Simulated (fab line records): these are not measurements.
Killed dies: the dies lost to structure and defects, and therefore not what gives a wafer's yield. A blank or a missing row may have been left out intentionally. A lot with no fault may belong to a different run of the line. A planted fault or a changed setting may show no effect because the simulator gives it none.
What tool caused it? ; flow gf180mcu ; 36 wafers from 12 lots sampled at 5 of the route's 602 steps

## WHAT THE GAUGES READ, wafer by wafer
GF_M1_CD_MEAS_14: the cd target is 230 nm.
lot;measured;on;cdNm (nm)
L756;day 17 05:28;cdSem-01;229.3 230.0 229.6
L757;day 17 20:13;cdSem-02;229.0 230.3 228.0
L758;day 18 04:42;cdSem-02;229.2 229.0 229.1
L760;day 19 02:51;cdSem-02;230.6 229.2 229.9
L762;day 20 04:54;cdSem-01;231.2 229.8 229.9
L765;day 21 02:46;cdSem-01;229.4 230.1 228.2
L767;day 21 15:40;cdSem-01;230.6 230.2 230.1
L768;day 21 21:10;cdSem-01;230.2 230.7 230.2
L769;day 22 09:10;cdSem-01;231.2 231.3 231.6
L773;day 23 16:16;cdSem-01;229.5 229.5 230.3
L777;day 24 18:03;cdSem-02;230.9 229.4 229.1
L779;day 25 14:13;cdSem-02;230.4 229.5 230.9

GF_V1_THK_MEAS_03.
lot;measured;on;V1_CVD_02_THK (nm)
L756;day 17 06:34;filmMetro-04;860 864 846
L757;day 17 21:16;filmMetro-03;855 847 877
L758;day 18 05:45;filmMetro-02;827 848 861
L760;day 19 03:52;filmMetro-03;836 828 853
L762;day 20 05:57;filmMetro-04;838 834 850
L765;day 21 03:47;filmMetro-04;841 855 852
L767;day 21 16:42;filmMetro-04;840 848 854
L768;day 21 22:17;filmMetro-03;848 854 873
L769;day 22 10:10;filmMetro-03;856 885 862
L773;day 23 17:17;filmMetro-03;884 853 900 885 854 900
L777;day 24 19:05;filmMetro-03;841 891 851
L779;day 25 15:14;filmMetro-04;846 847 862

GF_V1_BOW_MEAS_05.
lot;measured;on;V1_BOW (um)
L756;day 17 06:56;filmMetro-02;97 94 96
L757;day 17 21:38;filmMetro-04;88 90 87
L758;day 18 06:07;filmMetro-04;77 87 92
L760;day 19 04:14;filmMetro-04;94 92 93
L762;day 20 06:19;filmMetro-03;81 75 84
L765;day 21 04:09;filmMetro-03;86 81 71
L767;day 21 17:05;filmMetro-03;86 83 86
L768;day 21 22:39;filmMetro-04;81 81 94
L769;day 22 10:33;filmMetro-02;82 88 71
L773;day 23 19:31;filmMetro-02;77 67 81
L777;day 24 19:44;filmMetro-03;87 97 84
L779;day 25 15:36;filmMetro-02;85 80 86

## EACH LOT AND THE TOOL THAT RAN IT (in order: tool; ch and the chambers of the sampled wafers; start)
lot;GF_M1_SPUTTER_02;GF_V1_CVD_02
L756;pvdSputter-01, day 16 06:37;pecvd-03 ch 0,1, day 17 06:30
L757;pvdSputter-04, day 16 20:10;pecvd-04 ch 0,1, day 17 21:12
L758;pvdSputter-02, day 17 05:10;pecvd-02 ch 1,2, day 18 05:41
L760;pvdSputter-04, day 18 02:46;pecvd-04 ch 0,1,2, day 19 03:48
L762;pvdSputter-04, day 19 03:24;pecvd-02 ch 1,2, day 20 05:53
L765;pvdSputter-02, day 20 02:16;pecvd-02 ch 0,1, day 21 03:43
L767;pvdSputter-02, day 20 14:43;pecvd-02 ch 1,2, day 21 16:37
L768;pvdSputter-04, day 20 21:05;pecvd-03 ch 0,1, day 21 22:13
L769;pvdSputter-01, day 21 09:22;pecvd-03 ch 1,2, day 22 10:05
L773;pvdSputter-02, day 22 16:24;pecvd-02 ch 1,2, day 23 17:12
L777;pvdSputter-01, day 23 18:54;pecvd-02 ch 0,1,2, day 24 19:01
L779;pvdSputter-01, day 24 15:58;pecvd-03 ch 1,2, day 25 15:09
- GF_M1_SPUTTER_02: material AlCu, target thk 450 nm, time 23.9 s.
- GF_V1_CVD_02: deposits SiO2 from TEOS, target thk 850 nm, time 94.851 s.

## WHAT THE TOOLS THEMSELVES READ (means of the sampled wafers that have a number; where no wafer has one, the mark that the record gives instead)
GF_M1_SPUTTER_02.
lot;tool;throttleValvePct (%)
L756;pvdSputter-01;30.2
L757;pvdSputter-04;30.8
L758;pvdSputter-02;28.8
L760;pvdSputter-04;29.0
L762;pvdSputter-04;29.6
L765;pvdSputter-02;29.4
L767;pvdSputter-02;30.3
L768;pvdSputter-04;29.6
L769;pvdSputter-01;30.3
L773;pvdSputter-02;29.4
L777;pvdSputter-01;30.0
L779;pvdSputter-01;29.6

GF_V1_CVD_02.
lot;tool;heaterPowerOuterW (W);heaterPowerW (W);rfFwdPowerW (W)
L756;pecvd-03;379;586;592.8
L757;pecvd-04;371;637;595.5
L758;pecvd-02;403;737;595.7
L760;pecvd-04;373;637;595.9
L762;pecvd-02;465;822;594.2
L765;pecvd-02;406;664;593.6
L767;pecvd-02;459;804;595.0
L768;pecvd-03;431;644;595.8
L769;pecvd-03;468;749;597.5
L773;pecvd-02;465;806;660.4
L777;pecvd-02;427;741;626.5
L779;pecvd-03;400;648;593.4

## THE ANSWER, worked out from the rows above alone
Rule: what is usual is taken from the lots themselves. Put in order of their means at a reading, lots are off if they are a third of the lots or fewer, leave a main group of 4 or more, and stand apart from it by a gap of 3 or more times the standard deviation of the main group's means; of several such gaps the widest counts. The tables above print the reading to a certain number of digits; a main group whose means all agree to those digits is not used. A lot without any number at a reading at which 4 lots or more have one is off too. The other lots that the step has rows for count as sound. First the gauges in route order, then the tools' own readings, where a lot's mean is used as printed above. At the first step where some lot is off, the reading lying furthest off is the one used; lots without a number count as furthest.
Off, at GF_V1_CVD_02 on rfFwdPowerW: L773, L777. The main group has a mean of 594.9 W with a standard deviation of 1.4.
A tool fits if, at that step or a process step before it, it ran every lot that is off, and no sound lot after the first of them. One candidate fits, namely pecvd-02 at GF_V1_CVD_02. A fault onset in the window from L767 (day 21 16:37, its last sound lot) to L773 (day 23 17:12, its first lot off) fits.
On the lots that are off, the tool's own readings at GF_V1_CVD_02 differ by more than 5 times the standard deviation of the sound lots' means, which bears it out; rfFwdPowerW reads 643.5 W there versus 594.9 W on the sound lots.

## WHAT THE SIMULATOR HAD PUT IN
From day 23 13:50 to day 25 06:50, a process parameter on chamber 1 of pecvd-02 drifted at GF_V1_CVD_02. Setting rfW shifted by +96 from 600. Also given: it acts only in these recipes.
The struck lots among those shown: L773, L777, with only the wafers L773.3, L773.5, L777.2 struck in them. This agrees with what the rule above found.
